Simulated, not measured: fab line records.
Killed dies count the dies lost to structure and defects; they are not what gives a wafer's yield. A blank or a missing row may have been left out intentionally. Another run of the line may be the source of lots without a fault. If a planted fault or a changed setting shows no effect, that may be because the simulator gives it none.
Struck lot and sound lot, side by side :: flow sfqLine :: 19 out of 325 route steps
Sound: wafers L766.2, L766.4, L766.5. Struck: wafer L756.4. (L756.1 of the same lot was not struck and is left out.) The cause comes at the end.
Order at every step that has rows: each side's tool, ch and its chambers, its first start. Under that, the readings that differ: sound wafers :: struck wafers :: difference of the means :: sigmas: that difference in standard deviations of wafers without a fault.
alike: words and numbers the same on both sides, and readings whose means are apart by under 2 such deviations; not compared: readings that were withheld, readings missing a value for some wafer, numbers with overlapping values and no deviation given by the record, and bounds like >300 which may hide the same value.
Wherever a step has rows on one side only, a row that says differs or no value, or a row with sigmas, the two part there. When numbers do not overlap yet have no deviation, they are printed without sigmas and do not part them. A reading that every wafer of one side lacks parts them only if that side has two wafers or more.

SFQ_M2_OVL_MEAS_916:
  sound: overlay-01 at day 40 08:02; struck: overlay-02 at day 39 06:20
  alike: M2_OVL
SFQ_TRILAYER_M2_BARC_OPEN_METAL_ETCH_077: etches BARC in O2, target depth 125 nm, time 41.7 s.
  sound on rieMetal-01 ch 0,1, day 40 08:04; struck on rieMetal-03 ch 1, day 39 06:22
  alike: drypumpMotorCurrentA, oesProductAu
  not compared: rfHoursCounterH
SFQ_TRILAYER_M2_ETCH_METAL_ETCH_060: etches Nb in Cl2/Ar, stops on SiO2, target depth 240 nm, time 120 s.
  sound on rieMetal-01 ch 0,1, day 40 08:08; struck on rieMetal-03 ch 1, day 39 06:26
  alike: drypumpMotorCurrentA, oesProductAu
  not compared: rfHoursCounterH
then, 2 steps without rows for these wafers: SFQ_TRILAYER_M2_STRIP_STRIP_061 (strips in O2); SFQ_TRILAYER_M2_STRIP_SOLV_CLEAN_062 (cleans in NMP, time 600 s).
SFQ_TRILAYER_I2_DEP_PECVD_063: deposits SiO2 from SiH4/N2O, time 111.11 s, target thk 500 nm.
  sound on pecvd-03 ch 0,1,2, day 40 09:02; struck on pecvd-01 ch 2, day 39 07:21
reading: heaterPowerW (W)
sound: 109 95 112
struck: 54
difference: -51
sigmas: -3
  alike: throttleValvePct
SFQ_TRILAYER_I2_CMP_CMP_064: polishes SiO2.
  sound on cmp-02 ch 1,3, day 40 11:31; struck on cmp-02 ch 3, day 39 08:25
reading: timeToEndpointS (s)
sound: 208 221 218
struck: 202
difference: -14
sigmas: -2
  alike: motorCurrentA, slurryFilterDpKPa
SFQ_I2_BOW_MEAS_917:
  sound: filmMetro-02 at day 40 14:32; struck: filmMetro-04 at day 39 10:25
  alike: I2_BOW
SFQ_TRILAYER_I2_METRO_MEASURE_065:
  sound: filmMetro-02 at day 40 14:50; struck: filmMetro-04 at day 39 10:32
  alike: thkNm
then, 3 steps without rows for these wafers: SFQ_TRILAYER_I2_VIA_LITHO_COAT_072 (resist thk 62 nm); SFQ_TRILAYER_I2_VIA_LITHO_COAT_067 (resist thk 650 nm); SFQ_TRILAYER_I2_VIA_LITHO_SOFTBAKE_071.
-- the record jumps here: 6 days lie between the struck wafers' starts before and after --
SFQ_TRILAYER_I2_VIA_LITHO_EXPOSE_068: exposes mask I2, target cd 500 nm.
  sound on krfScanner-02 ch 0, day 46 15:17; struck on krfScanner-01 ch 0, day 45 15:01
  alike: mask
then, 2 steps without rows for these wafers: SFQ_TRILAYER_I2_VIA_LITHO_PEB_070 (peb time 60 s); SFQ_TRILAYER_I2_VIA_LITHO_DEVELOP_069 (time 60 s).
SFQ_I2_OVL_MEAS_918:
  sound: overlay-01 at day 46 16:36; struck: overlay-01 at day 45 16:31
  alike: I2_OVL
SFQ_TRILAYER_I2_VIA_BARC_OPEN_VIA_ETCH_096: etches BARC in O2, target depth 125 nm, time 41.7 s.
  sound on rieDiel-01 ch 2,3, day 46 16:38; struck on rieDiel-02 ch 1, day 45 16:33
reading: model.I2.cdNm (nm)
sound: 498.5 498.4 498
struck: 505
difference: +7
sigmas: 
  alike: drypumpMotorCurrentA, oesProductAu
  not compared: rfHoursCounterH
SFQ_TRILAYER_I2_VIA_ETCH_VIA_ETCH_070: etches SiO2 in CHF3, stops on Nb, target depth 260 nm.
  sound on rieDiel-01 ch 2,3, day 46 16:40; struck on rieDiel-02 ch 1, day 45 16:35
reading: model.I2.cdNm (nm)
sound: 500.6 502.8 498.7
struck: 505.5
difference: +4.8
sigmas: 
  alike: drypumpMotorCurrentA, oesProductAu
then, 1 step without rows for these wafers: SFQ_TRILAYER_I2_VIA_STRIP_STRIP_071 (strips in O2).

== WHERE THEY PART ==
Last at SFQ_TRILAYER_I2_CMP_CMP_064 as far as this record goes, first at SFQ_TRILAYER_I2_DEP_PECVD_063. Later steps at which nothing parts them and some readings are alike: SFQ_I2_BOW_MEAS_917, SFQ_TRILAYER_I2_METRO_MEASURE_065, SFQ_TRILAYER_I2_VIA_LITHO_EXPOSE_068, SFQ_I2_OVL_MEAS_918, SFQ_TRILAYER_I2_VIA_BARC_OPEN_VIA_ETCH_096, SFQ_TRILAYER_I2_VIA_ETCH_VIA_ETCH_070.

WHY: what had been put in by the simulator
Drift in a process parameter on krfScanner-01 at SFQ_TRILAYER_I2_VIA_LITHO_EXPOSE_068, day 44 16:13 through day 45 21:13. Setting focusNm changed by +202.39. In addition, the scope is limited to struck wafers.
